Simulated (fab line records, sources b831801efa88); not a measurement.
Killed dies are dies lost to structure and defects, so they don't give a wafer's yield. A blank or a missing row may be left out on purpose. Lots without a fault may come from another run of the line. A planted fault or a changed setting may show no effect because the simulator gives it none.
Chamber matching | flow sky130 | SKY_CONTACT_CMP_27 on cmp-02: 4 sister chambers
The step polishes, stops on SiO2, t overpolish 15 s, target thk 0 nm. 8 wafers are shown with their chamber, then 9 later ones without.

WAFERS WITH THEIR CHAMBER
wafer  | chamber | motor_current_A (A) | time_to_endpoint_s (s)
L169.2 | 1       | 11.4                | 77
L169.5 | 0       | 10.3                | 83
L173.3 | 0       | 9.7                 | 85
L175.4 | 2       | 12.0                | 88
L175.6 | 3       | 11.2                | 80
L174.3 | 1       | 11.4                | 82
L174.4 | 2       | 13.0                | 83
L174.5 | 3       | 11.8                | 80

WAFERS WITHOUT THEIR CHAMBER
wafer  | motor_current_A (A) | time_to_endpoint_s (s)
L176.1 | 12.6                | 89
L176.4 | 11.3                | 87
L176.5 | 10.7                | 79
L177.2 | 12.8                | 86
L177.3 | 11.5                | 79
L177.4 | 10.3                | 85
L187.1 | 10.4                | 76
L187.2 | 12.6                | 81
L187.4 | 11.3                | 72

WHICH CHAMBER EACH WENT THROUGH
wafer  | from the rows above               | in truth
L176.1 | 2                                 | 2
L176.4 | can't be placed: 2 or 3 or 1 or 0 | 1
L176.5 | can't be placed: 1 or 3 or 0      | 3
L177.2 | 2                                 | 2
L177.3 | can't be placed: 1 or 3           | 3
L177.4 | 0                                 | 0
L187.1 | can't be placed: 1 or 3 or 0      | 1
L187.2 | can't be placed: 2 or 3 or 1      | 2
L187.4 | can't be placed: 1 or 3           | 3
Placed correctly: 3 of 9. Can't be placed from these rows: 6 (the true chamber is among the candidates in 6). Placed wrongly: 0.
How it was worked out, from the rows above alone: a wafer's distance from a chamber is the root of the sum, over the readings, of the square of ((its reading less the chamber's mean) divided by the reading's scatter). The wafer belongs to the nearest chamber; if the next one is less than 2 further off, it can't be placed. A chamber's mean is the mean of its shown wafers. The scatter: the root of (the sum of the squares of (reading less its chamber's mean) over the shown wafers, divided by (wafers less chambers)).
